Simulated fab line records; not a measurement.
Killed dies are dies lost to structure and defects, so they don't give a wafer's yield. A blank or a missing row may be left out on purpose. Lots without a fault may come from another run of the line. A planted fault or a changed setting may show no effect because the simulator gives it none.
Which tool did it? / flow sky130 / Sampling: 11 lots, 33 wafers, 5 of 708 route steps

WHAT THE GAUGES SHOWED, per wafer
SKY_LDD_P_TW_MEAS_11. Usual: LDD_P_TW 634, standard deviation 4.5.
lot=L182; measured=day 19 02:35; on=film-metro-01; LDD_P_TW=635 634 633; flag=
lot=L184; measured=day 19 20:55; on=film-metro-04; LDD_P_TW=629 629 626; flag=
lot=L186; measured=day 20 11:50; on=film-metro-01; LDD_P_TW=632 633 633; flag=
lot=L185; measured=day 20 12:40; on=film-metro-01; LDD_P_TW=633 630 632; flag=
lot=L188; measured=day 21 13:59; on=film-metro-01; LDD_P_TW=631 633 632; flag=
lot=L192; measured=day 23 03:37; on=film-metro-01; LDD_P_TW=636 632 636; flag=
lot=L193; measured=day 23 04:24; on=film-metro-01; LDD_P_TW=635 634 634; flag=
lot=L195; measured=day 23 22:08; on=film-metro-04; LDD_P_TW=633 628 632; flag=
lot=L196; measured=day 24 10:15; on=film-metro-03; LDD_P_TW=636 639 636; flag=
lot=L205; measured=day 27 09:54; on=film-metro-03; LDD_P_TW=639 642 643; flag=
lot=L204; measured=day 27 12:57; on=film-metro-01; LDD_P_TW=635 632 632; flag=

SKY_LDD_LDN_OVL_MEAS_07. Usual: LDD_LDN_OVL -0.8 nm, standard deviation 1.5.
lot=L182; measured=day 22 21:38; on=overlay-01; LDD_LDN_OVL (nm)=1.0 0.8 2.0; flag=
lot=L184; measured=day 23 15:48; on=overlay-02; LDD_LDN_OVL (nm)=-0.4 -1.8 0.0; flag=
lot=L186; measured=day 24 06:29; on=overlay-01; LDD_LDN_OVL (nm)=-1.2 -0.7 -0.5; flag=
lot=L185; measured=day 24 07:23; on=overlay-01; LDD_LDN_OVL (nm)=-2.0 -3.5 -2.3; flag=
lot=L188; measured=day 25 07:05; on=overlay-01; LDD_LDN_OVL (nm)=-0.4 -0.4 -0.8; flag=
lot=L192; measured=day 26 19:32; on=overlay-02; LDD_LDN_OVL (nm)=0.9 1.1 2.3; flag=
lot=L193; measured=day 26 22:02; on=overlay-01; LDD_LDN_OVL (nm)=2.1 1.7 -0.5; flag=
lot=L195; measured=day 27 13:47; on=overlay-02; LDD_LDN_OVL (nm)=-0.4 -1.3 -0.9; flag=
lot=L196; measured=day 28 02:18; on=overlay-01; LDD_LDN_OVL (nm)=1.5 1.0 1.0; flag=
lot=L205; measured=day 30 22:54; on=overlay-02; LDD_LDN_OVL (nm)=-3.4 -3.4 -2.9; flag=
lot=L204; measured=day 31 02:17; on=overlay-01; LDD_LDN_OVL (nm)=0.3 -0.2 -2.2; flag=

SKY_SPACER_THK_MEAS_01. Usual: SPACER_CVD_00_THK 43.0 nm, standard deviation 0.36.
lot=L182; measured=day 23 03:20; on=film-metro-03; SPACER_CVD_00_THK (nm)=42.8 43.1 43.2; flag=
lot=L184; measured=day 23 18:23; on=film-metro-04; SPACER_CVD_00_THK (nm)=43.7 43.3 43.3; flag=
lot=L186; measured=day 24 08:32; on=film-metro-01; SPACER_CVD_00_THK (nm)=42.7 42.7 43.0; flag=
lot=L185; measured=day 24 09:44; on=film-metro-01; SPACER_CVD_00_THK (nm)=43.1 42.6 42.9; flag=
lot=L188; measured=day 25 09:08; on=film-metro-04; SPACER_CVD_00_THK (nm)=42.7 42.7 42.6; flag=
lot=L192; measured=day 26 21:39; on=film-metro-04; SPACER_CVD_00_THK (nm)=42.7 43.1 42.9; flag=
lot=L193; measured=day 27 00:06; on=film-metro-04; SPACER_CVD_00_THK (nm)=43.9 43.8 43.7; flag=
lot=L195; measured=day 27 18:17; on=film-metro-03; SPACER_CVD_00_THK (nm)=43.5 43.3 43.0; flag=
lot=L196; measured=day 28 04:21; on=film-metro-01; SPACER_CVD_00_THK (nm)=45.8 44.5 42.9 45.8 44.5 42.9; flag=OFF
lot=L205; measured=day 31 01:40; on=film-metro-01; SPACER_CVD_00_THK (nm)=42.9 43.0 42.8; flag=
lot=L204; measured=day 31 04:20; on=film-metro-03; SPACER_CVD_00_THK (nm)=43.2 42.9 43.0; flag=

TOOL THAT RAN EACH LOT (tool first, then ch and the chambers of the sampled wafers, then the start)
lot=L182; SKY_LDD_LDN_STRIP_12=plasma-asher-01 ch 0,1, day 22 22:16; SKY_SPACER_CVD_00=lpcvd-02 ch 0, day 23 01:31
lot=L184; SKY_LDD_LDN_STRIP_12=plasma-asher-01 ch 0,1, day 23 16:26; SKY_SPACER_CVD_00=lpcvd-02 ch 1, day 23 17:11
lot=L186; SKY_LDD_LDN_STRIP_12=plasma-asher-01 ch 0,1, day 24 07:07; SKY_SPACER_CVD_00=lpcvd-02 ch 1, day 24 07:20
lot=L185; SKY_LDD_LDN_STRIP_12=plasma-asher-01 ch 0,1, day 24 08:01; SKY_SPACER_CVD_00=lpcvd-02 ch 0, day 24 08:32
lot=L188; SKY_LDD_LDN_STRIP_12=plasma-asher-02 ch 0,1, day 25 07:43; SKY_SPACER_CVD_00=lpcvd-02 ch 0, day 25 07:56
lot=L192; SKY_LDD_LDN_STRIP_12=plasma-asher-01 ch 0, day 26 20:10; SKY_SPACER_CVD_00=lpcvd-02 ch 1, day 26 20:26
lot=L193; SKY_LDD_LDN_STRIP_12=plasma-asher-04 ch 0,1, day 26 22:40; SKY_SPACER_CVD_00=lpcvd-02 ch 1, day 26 22:53
lot=L195; SKY_LDD_LDN_STRIP_12=plasma-asher-01 ch 0,1, day 27 14:25; SKY_SPACER_CVD_00=lpcvd-02 ch 0, day 27 17:05
lot=L196; SKY_LDD_LDN_STRIP_12=plasma-asher-04 ch 0,1, day 28 02:56; SKY_SPACER_CVD_00=lpcvd-02 ch 0, day 28 03:08
lot=L205; SKY_LDD_LDN_STRIP_12=plasma-asher-04 ch 0, day 30 23:32; SKY_SPACER_CVD_00=lpcvd-02 ch 1, day 31 00:27
lot=L204; SKY_LDD_LDN_STRIP_12=plasma-asher-02 ch 0,1, day 31 02:55; SKY_SPACER_CVD_00=lpcvd-02 ch 1, day 31 03:07
- SKY_LDD_LDN_STRIP_12: strips in O2/N2.
- SKY_SPACER_CVD_00: deposits Si3N4 from DCS/NH3, target thk 43.1 nm, time 740 s.

AS READ BY THE TOOLS THEMSELVES (means over the sampled wafers that have a number; for cases with no such wafer, the mark the record gives instead)
SKY_LDD_LDN_STRIP_12. Usual: drypump-motor-current-A 5.8 A, standard deviation 0.51; oes-product-au 0.716 a.u., standard deviation 0.0051; strip-time-to-endpoint-s 14.16 s, standard deviation 0.043.
lot=L182; tool=plasma-asher-01; drypump-motor-current-A (A)=5.8; oes-product-au (a.u.)=0.719; strip-time-to-endpoint-s (s)=14.17; flag=
lot=L184; tool=plasma-asher-01; drypump-motor-current-A (A)=6.0; oes-product-au (a.u.)=0.715; strip-time-to-endpoint-s (s)=14.07; flag=
lot=L186; tool=plasma-asher-01; drypump-motor-current-A (A)=5.8; oes-product-au (a.u.)=0.721; strip-time-to-endpoint-s (s)=14.20; flag=
lot=L185; tool=plasma-asher-01; drypump-motor-current-A (A)=6.0; oes-product-au (a.u.)=0.717; strip-time-to-endpoint-s (s)=14.14; flag=
lot=L188; tool=plasma-asher-02; drypump-motor-current-A (A)=5.7; oes-product-au (a.u.)=0.713; strip-time-to-endpoint-s (s)=14.10; flag=
lot=L192; tool=plasma-asher-01; drypump-motor-current-A (A)=6.1; oes-product-au (a.u.)=0.715; strip-time-to-endpoint-s (s)=14.11; flag=
lot=L193; tool=plasma-asher-04; drypump-motor-current-A (A)=5.9; oes-product-au (a.u.)=0.717; strip-time-to-endpoint-s (s)=14.13; flag=
lot=L195; tool=plasma-asher-01; drypump-motor-current-A (A)=5.8; oes-product-au (a.u.)=0.720; strip-time-to-endpoint-s (s)=14.20; flag=
lot=L196; tool=plasma-asher-04; drypump-motor-current-A (A)=6.2; oes-product-au (a.u.)=0.713; strip-time-to-endpoint-s (s)=14.23; flag=
lot=L205; tool=plasma-asher-04; drypump-motor-current-A (A)=6.6; oes-product-au (a.u.)=0.711; strip-time-to-endpoint-s (s)=14.16; flag=
lot=L204; tool=plasma-asher-02; drypump-motor-current-A (A)=5.8; oes-product-au (a.u.)=0.721; strip-time-to-endpoint-s (s)=14.16; flag=

SKY_SPACER_CVD_00. Usual: spike-tc-centre-C 771.1 C, standard deviation 1.4; zone-power-centre-pct 13.9 %, standard deviation 0.63; zone-power-lower-pct 12.2 %, standard deviation 0.41.
lot=L182; tool=lpcvd-02; spike-tc-centre-C (C)=770.0; zone-power-centre-pct (%)=13.2; zone-power-lower-pct (%)=11.8; flag=
lot=L184; tool=lpcvd-02; spike-tc-centre-C (C)=770.8; zone-power-centre-pct (%)=14.4; zone-power-lower-pct (%)=12.6; flag=
lot=L186; tool=lpcvd-02; spike-tc-centre-C (C)=771.4; zone-power-centre-pct (%)=14.3; zone-power-lower-pct (%)=12.4; flag=
lot=L185; tool=lpcvd-02; spike-tc-centre-C (C)=770.7; zone-power-centre-pct (%)=13.3; zone-power-lower-pct (%)=11.8; flag=
lot=L188; tool=lpcvd-02; spike-tc-centre-C (C)=771.3; zone-power-centre-pct (%)=13.1; zone-power-lower-pct (%)=11.7; flag=
lot=L192; tool=lpcvd-02; spike-tc-centre-C (C)=771.8; zone-power-centre-pct (%)=14.5; zone-power-lower-pct (%)=12.5; flag=
lot=L193; tool=lpcvd-02; spike-tc-centre-C (C)=772.6; zone-power-centre-pct (%)=14.4; zone-power-lower-pct (%)=12.4; flag=
lot=L195; tool=lpcvd-02; spike-tc-centre-C (C)=770.5; zone-power-centre-pct (%)=13.2; zone-power-lower-pct (%)=11.8; flag=
lot=L196; tool=lpcvd-02; spike-tc-centre-C (C)=783.5; zone-power-centre-pct (%)=16.5; zone-power-lower-pct (%)=10.2; flag=OFF
lot=L205; tool=lpcvd-02; spike-tc-centre-C (C)=771.9; zone-power-centre-pct (%)=14.5; zone-power-lower-pct (%)=12.6; flag=
lot=L204; tool=lpcvd-02; spike-tc-centre-C (C)=771.9; zone-power-centre-pct (%)=14.3; zone-power-lower-pct (%)=12.4; flag=

THE ANSWER, worked out from the rows above alone
Rule: lot off if the mean of its wafers having a number is beyond 3 standard deviations from the usual mean. Also off: a lot with no number at a reading for which 4 or more lots have one. Any other lot the step has rows for is counted as sound. Order of review: gauges by route order, followed by the tools' own readings, for which a lot's mean as printed above is used. The first step at which some lot is off is used, and at that step the reading that is off furthest; a lot without a number counts as furthest.
Off: at SKY_SPACER_THK_MEAS_01 (SPACER_CVD_00_THK), L196.
If a tool, at a process step before that reading, ran all the lots that are off and no sound lot after the first of them, it fits. The gauges at SKY_SPACER_THK_MEAS_01 aren't tried: what is off there is off at SKY_SPACER_CVD_00 too, on other tools, and a gauge's error can't cause that. No candidate that was tried fits.

WHAT THE SIMULATOR PUT IN
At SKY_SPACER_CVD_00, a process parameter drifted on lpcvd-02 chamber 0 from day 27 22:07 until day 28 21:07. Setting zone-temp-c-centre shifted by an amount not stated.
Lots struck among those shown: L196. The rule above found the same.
